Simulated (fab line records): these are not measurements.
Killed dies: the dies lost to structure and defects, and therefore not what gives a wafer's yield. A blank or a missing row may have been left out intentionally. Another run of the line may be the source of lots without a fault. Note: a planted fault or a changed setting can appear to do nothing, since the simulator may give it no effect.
Which of the tools did it? + flow sky130 + Sampling: 9 lots, 27 wafers, 4 of 708 route steps

== WHAT EACH GAUGE READ, for each wafer ==
SKY_CAPM_RS_MEAS_03: uses a four-point probe to measure.
| lot  | measured     | on            | CAPM_TIN_RS (ohm/sq) |
|------|--------------|---------------|----------------------|
| L493 | day 35 01:49 | film_metro-03 | 6.96 6.92 6.97       |
| L494 | day 36 06:42 | film_metro-03 | 6.80 6.79 6.80       |
| L498 | day 38 04:47 | film_metro-02 | 6.90 6.94 6.90       |
| L499 | day 38 09:52 | film_metro-03 | 6.91 6.89 6.94       |
| L506 | day 41 23:21 | film_metro-03 | 4.83 6.82 6.89       |
| L508 | day 42 01:31 | film_metro-01 | 6.87 4.85 6.89       |
| L512 | day 42 07:33 | film_metro-02 | 7.04 7.00 7.03       |
| L513 | day 42 22:11 | film_metro-03 | 6.89 6.91 6.94       |
| L515 | day 43 18:04 | film_metro-03 | 6.90 6.91 6.93       |

== WHAT TOOL EACH LOT RAN ON (gives the tool, then ch and the chambers of the sampled wafers, and finally the start) ==
| lot  | SKY_METAL2_SPUTTER_00        | SKY_METAL2_SPUTTER_04        | SKY_CAPM_SPUTTER_02          |
|------|------------------------------|------------------------------|------------------------------|
| L493 | pvd_sputter-04, day 33 00:28 | pvd_sputter-04, day 33 00:33 | pvd_sputter-03, day 35 01:43 |
| L494 | pvd_sputter-01, day 34 01:35 | pvd_sputter-01, day 34 01:40 | pvd_sputter-02, day 36 06:34 |
| L498 | pvd_sputter-03, day 35 21:47 | pvd_sputter-03, day 35 21:53 | pvd_sputter-03, day 38 04:41 |
| L499 | pvd_sputter-03, day 36 04:29 | pvd_sputter-03, day 36 04:34 | pvd_sputter-04, day 38 09:46 |
| L506 | pvd_sputter-01, day 39 18:25 | pvd_sputter-01, day 39 18:31 | pvd_sputter-03, day 41 23:13 |
| L508 | pvd_sputter-01, day 39 21:05 | pvd_sputter-01, day 39 21:10 | pvd_sputter-03, day 42 01:22 |
| L512 | pvd_sputter-01, day 40 03:58 | pvd_sputter-01, day 40 04:04 | pvd_sputter-02, day 42 07:25 |
| L513 | pvd_sputter-04, day 40 18:35 | pvd_sputter-04, day 40 18:41 | pvd_sputter-04, day 42 22:04 |
| L515 | pvd_sputter-01, day 41 15:37 | pvd_sputter-01, day 41 15:43 | pvd_sputter-02, day 43 17:57 |
- SKY_METAL2_SPUTTER_00: material Ti, target thk 15 nm, time 10 s.
- SKY_METAL2_SPUTTER_04: material TiN, target thk 70 nm, time 58.3 s.
- SKY_CAPM_SPUTTER_02: material TiN, target thk 200 nm, time 166.7 s.

== THE ANSWER, worked out from the rows above alone ==
Rule: what is usual is taken from the lots themselves. Put in order of their means at a reading, lots are off if they are a third of the lots or fewer, leave a main group of 4 or more, and stand apart from it by a gap of 3 or more times the standard deviation of the main group's means; of several such gaps the widest counts. The tables above print the reading to a certain number of digits; a main group whose means all agree to those digits is not used. Also off: a lot with no number at a reading for which 4 or more lots have one. Any other lot the step has rows for is counted as sound.
Off: at SKY_CAPM_RS_MEAS_03 (CAPM_TIN_RS), L506, L508. For the main group the mean is 6.92 ohm/sq and the standard deviation 0.062.
A tool fits if, at a process step before that reading, it ran every lot that is off, and no sound lot after the first of them. The gauges at SKY_CAPM_RS_MEAS_03 are tried like those tools. One fits: pvd_sputter-03 at SKY_CAPM_SPUTTER_02. A fault onset in the window from L498 (day 38 04:41, its last sound lot) to L506 (day 41 23:13, its first lot off) fits.

== WHAT HAD BEEN PUT IN BY THE SIMULATOR ==
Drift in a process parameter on pvd_sputter-03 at SKY_CAPM_SPUTTER_02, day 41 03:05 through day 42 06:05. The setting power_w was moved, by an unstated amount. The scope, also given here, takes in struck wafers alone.
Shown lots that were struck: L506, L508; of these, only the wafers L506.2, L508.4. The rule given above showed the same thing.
